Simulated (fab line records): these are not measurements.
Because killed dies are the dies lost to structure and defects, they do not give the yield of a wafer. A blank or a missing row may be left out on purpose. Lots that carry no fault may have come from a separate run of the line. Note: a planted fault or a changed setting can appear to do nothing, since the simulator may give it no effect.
Tool commonality check :: flow sky130 :: 13 lots and 38 wafers in the sample

## THE REASON FOR OPENING IT
3 of 13 lots carry a flag on the reading LDD_P_TW at SKY_LDD_P_TW_MEAS_11. Fault-free wafers read 636, with a standard deviation of 4.3.
Rule: flag the lot when none of its wafers has a number, or when each of its wafers that has one lies beyond 4 standard deviations from that mean. The rest of the lots are taken to be sound.

lot: L406
measured: day 19 05:51
on: filmMetro-02
LDD_P_TW, wafer by wafer: 633 634 634
flag: 

lot: L408
measured: day 21 03:11
on: filmMetro-03
LDD_P_TW, wafer by wafer: 635 632 630
flag: 

lot: L411
measured: day 22 03:53
on: filmMetro-04
LDD_P_TW, wafer by wafer: 715 717 718
flag: FLAGGED

lot: L414
measured: day 22 08:26
on: filmMetro-04
LDD_P_TW, wafer by wafer: 717 717 713
flag: FLAGGED

lot: L413
measured: day 22 09:15
on: filmMetro-04
LDD_P_TW, wafer by wafer: 640 637 637
flag: 

lot: L415
measured: day 23 00:33
on: filmMetro-03
LDD_P_TW, wafer by wafer: 709 711 707
flag: FLAGGED

lot: L421
measured: day 24 16:49
on: filmMetro-04
LDD_P_TW, wafer by wafer: 638 639 634
flag: 

lot: L422
measured: day 25 04:25
on: filmMetro-04
LDD_P_TW, wafer by wafer: 637 645
flag: 

lot: L423
measured: day 26 07:06
on: filmMetro-03
LDD_P_TW, wafer by wafer: 634 632 631
flag: 

lot: L424
measured: day 26 17:32
on: filmMetro-04
LDD_P_TW, wafer by wafer: 639 643 642
flag: 

lot: L425
measured: day 26 20:00
on: filmMetro-02
LDD_P_TW, wafer by wafer: 634 630 631
flag: 

lot: L427
measured: day 27 00:10
on: filmMetro-03
LDD_P_TW, wafer by wafer: 637 635 637
flag: 

lot: L428
measured: day 27 17:16
on: filmMetro-03
LDD_P_TW, wafer by wafer: 637 638 637
flag: 
The mean of the flagged lots' numbers is 714, +78 from the usual (+18 standard deviations).

## TOOL THAT RAN EACH LOT
The record keeps 1 process step preceding the reading, out of 708 steps on the route. Each cell gives the tool, then ch followed by the chambers the sampled wafers passed through, then the start.
lot: L406
flag: 
SKY_LDD_P_IMPLANT_09: implanter-04 ch 0, day 19 05:38

lot: L408
flag: 
SKY_LDD_P_IMPLANT_09: implanter-04 ch 0, day 21 02:56

lot: L411
flag: FLAGGED
SKY_LDD_P_IMPLANT_09: implanter-04 ch 0, day 22 03:38

lot: L414
flag: FLAGGED
SKY_LDD_P_IMPLANT_09: implanter-04 ch 0, day 22 08:11

lot: L413
flag: 
SKY_LDD_P_IMPLANT_09: implanter-01 ch 0, day 22 09:01

lot: L415
flag: FLAGGED
SKY_LDD_P_IMPLANT_09: implanter-04 ch 0, day 23 00:18

lot: L421
flag: 
SKY_LDD_P_IMPLANT_09: implanter-01 ch 0, day 24 16:36

lot: L422
flag: 
SKY_LDD_P_IMPLANT_09: implanter-01 ch 0, day 25 04:13

lot: L423
flag: 
SKY_LDD_P_IMPLANT_09: implanter-02 ch 0, day 26 06:53

lot: L424
flag: 
SKY_LDD_P_IMPLANT_09: implanter-01 ch 0, day 26 17:19

lot: L425
flag: 
SKY_LDD_P_IMPLANT_09: implanter-04 ch 0, day 26 19:45

lot: L427
flag: 
SKY_LDD_P_IMPLANT_09: implanter-02 ch 0, day 26 23:57

lot: L428
flag: 
SKY_LDD_P_IMPLANT_09: implanter-01 ch 0, day 27 17:02
What is done by these steps:
- SKY_LDD_P_IMPLANT_09
- SKY_LDD_P_TW_MEAS_11

## FLAGGED AGAINST TOTAL, ONE TOOL AT A TIME (gauges that did the reading follow at the end)
step: SKY_LDD_P_IMPLANT_09
tool: implanter-01
lots run: 5
flagged: 0
share of the flagged lots: none
sound lots run after its first flagged lot: -

step: SKY_LDD_P_IMPLANT_09
tool: implanter-02
lots run: 2
flagged: 0
share of the flagged lots: none
sound lots run after its first flagged lot: -

step: SKY_LDD_P_IMPLANT_09
tool: implanter-04
lots run: 6
flagged: 3
share of the flagged lots: all
sound lots run after its first flagged lot: 1 (L425)

step: SKY_LDD_P_TW_MEAS_11
tool: filmMetro-02
lots run: 2
flagged: 0
share of the flagged lots: none
sound lots run after its first flagged lot: -

step: SKY_LDD_P_TW_MEAS_11
tool: filmMetro-03
lots run: 5
flagged: 1
share of the flagged lots: some
sound lots run after its first flagged lot: 3 (L423,L427,L428)

step: SKY_LDD_P_TW_MEAS_11
tool: filmMetro-04
lots run: 6
flagged: 2
share of the flagged lots: some
sound lots run after its first flagged lot: 4 (L413,L421,L422,L424)

## WHAT THE TABLE PERMITS
1 row of the table ran every flagged lot: implanter-04 at SKY_LDD_P_IMPLANT_09.
- implanter-04 at SKY_LDD_P_IMPLANT_09 ran 6 lots, 3 of them flagged. Sound lots followed the first flagged one (L425) on it, something a lasting fault affecting the whole tool could not allow. Its own readings lie more than 4 standard deviations out on every wafer of the flagged lots: doseIonsCm2, faradayCurrentUA.
Not one row of the table ran every flagged lot while running no sound lot after the first.

## WHAT HAD BEEN PUT IN BY THE SIMULATOR
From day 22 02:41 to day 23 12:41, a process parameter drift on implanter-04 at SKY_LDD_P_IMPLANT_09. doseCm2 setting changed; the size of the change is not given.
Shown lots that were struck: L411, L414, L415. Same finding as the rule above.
